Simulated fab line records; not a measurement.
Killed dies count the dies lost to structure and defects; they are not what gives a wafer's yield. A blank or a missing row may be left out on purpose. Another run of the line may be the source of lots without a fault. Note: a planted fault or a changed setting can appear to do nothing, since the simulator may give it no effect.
Chamber matching	flow gf180mcu	rieSi-02 running GF_STI_ETCH_14: 4 sister chambers
The step etches Si in HBr/Cl2/O2, target depth 360 nm, time 102.9 s. 8 wafers are shown with their chamber, then 9 later ones without.

== WAFERS, EACH WITH ITS CHAMBER ==
wafer	chamber	drypumpMotorCurrentA (A)	throttleValvePct (%)
L706.5	1	6.2	25.653
L707.2	1	6.1	25.655
L714.6	2	6.2	25.675
L715.4	2	6.2	25.668
L715.6	0	5.7	25.666
L718.2	0	5.7	25.659
L718.4	3	6.1	25.678
L718.5	3	6.1	25.673

== WAFERS MISSING THEIR CHAMBER ==
wafer	drypumpMotorCurrentA (A)	throttleValvePct (%)
L726.1	6.1	25.667
L726.3	6.2	25.654
L726.6	6.2	25.677
L727.1	6.1	25.669
L727.3	5.7	25.673
L727.6	6.0	25.662
L728.1	6.1	25.665
L728.4	5.8	25.650
L728.6	6.2	25.671

== EACH ONE'S CHAMBER ==
wafer	from the rows above	in truth
L726.1	can't be placed: 3 or 2 or 1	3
L726.3	1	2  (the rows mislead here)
L726.6	can't be placed: 2 or 3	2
L727.1	can't be placed: 3 or 2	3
L727.3	0	0
L727.6	can't be placed: 3 or 1 or 2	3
L728.1	can't be placed: 3 or 1 or 2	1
L728.4	0	0
L728.6	2	2
Placed correctly: 3 of 9. Not placeable from these rows: 5 (in 5, the candidates include the true chamber). 1 placed wrongly.
How it was worked out, from the rows above alone: a wafer's distance from a chamber is the root of the sum, over the readings, of the square of ((its reading less the chamber's mean) divided by the reading's scatter). The wafer belongs to the nearest chamber; if the next one is less than 2 further off, it can't be placed. The mean given for a chamber averages the wafers shown for that chamber. The scatter is the square root of a quotient: the sum, over the shown wafers, of each reading's squared deviation from its chamber's mean, divided by wafers minus chambers.
